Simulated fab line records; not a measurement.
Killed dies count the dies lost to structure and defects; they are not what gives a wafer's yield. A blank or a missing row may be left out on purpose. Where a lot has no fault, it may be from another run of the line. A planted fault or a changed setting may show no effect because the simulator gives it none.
Matching of chambers / flow gf180mcu / rie diel-02 running GF_V3_ETCH_16: 4 sister chambers
The step etches BARC in N2/H2. 4 wafers are shown with their chamber, then 7 later ones without.

== WAFERS, EACH WITH ITS CHAMBER ==
wafer=L082.5; chamber=3; drypump motor current A (A)=5.1
wafer=L082.6; chamber=1; drypump motor current A (A)=6.5
wafer=L084.1; chamber=0; drypump motor current A (A)=6.0
wafer=L084.4; chamber=2; drypump motor current A (A)=6.7

== WAFERS MISSING THEIR CHAMBER ==
wafer=L084.5; drypump motor current A (A)=6.7
wafer=L095.2; drypump motor current A (A)=6.5
wafer=L095.4; drypump motor current A (A)=5.9
wafer=L095.6; drypump motor current A (A)=6.6
wafer=L096.1; drypump motor current A (A)=6.5
wafer=L096.3; drypump motor current A (A)=6.7
wafer=L096.5; drypump motor current A (A)=6.6

== CHAMBER TAKEN BY EACH ==
wafer=L084.5; from the rows above=2; in truth=2
wafer=L095.2; from the rows above=1; in truth=1
wafer=L095.4; from the rows above=0; in truth=0
wafer=L095.6; from the rows above=can't be placed: 1 or 2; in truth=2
wafer=L096.1; from the rows above=1; in truth=1
wafer=L096.3; from the rows above=2; in truth=2
wafer=L096.5; from the rows above=can't be placed: 1 or 2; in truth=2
Placed correctly: 5 of 7. From these rows, 2 cannot be placed; in 2 the true chamber is one of the candidates. 0 placed wrongly.
How it was worked out, from the rows above alone: a wafer's distance from a chamber is the root of the sum, over the readings, of the square of ((its reading less the chamber's mean) divided by the reading's scatter). The wafer belongs to the nearest chamber; if the next one is less than 2 further off, it can't be placed. A chamber's mean is the mean of its shown wafers. The scatter: root of mean squared gap, hidden wafer to nearest shown wafer, with one shown wafer a chamber.
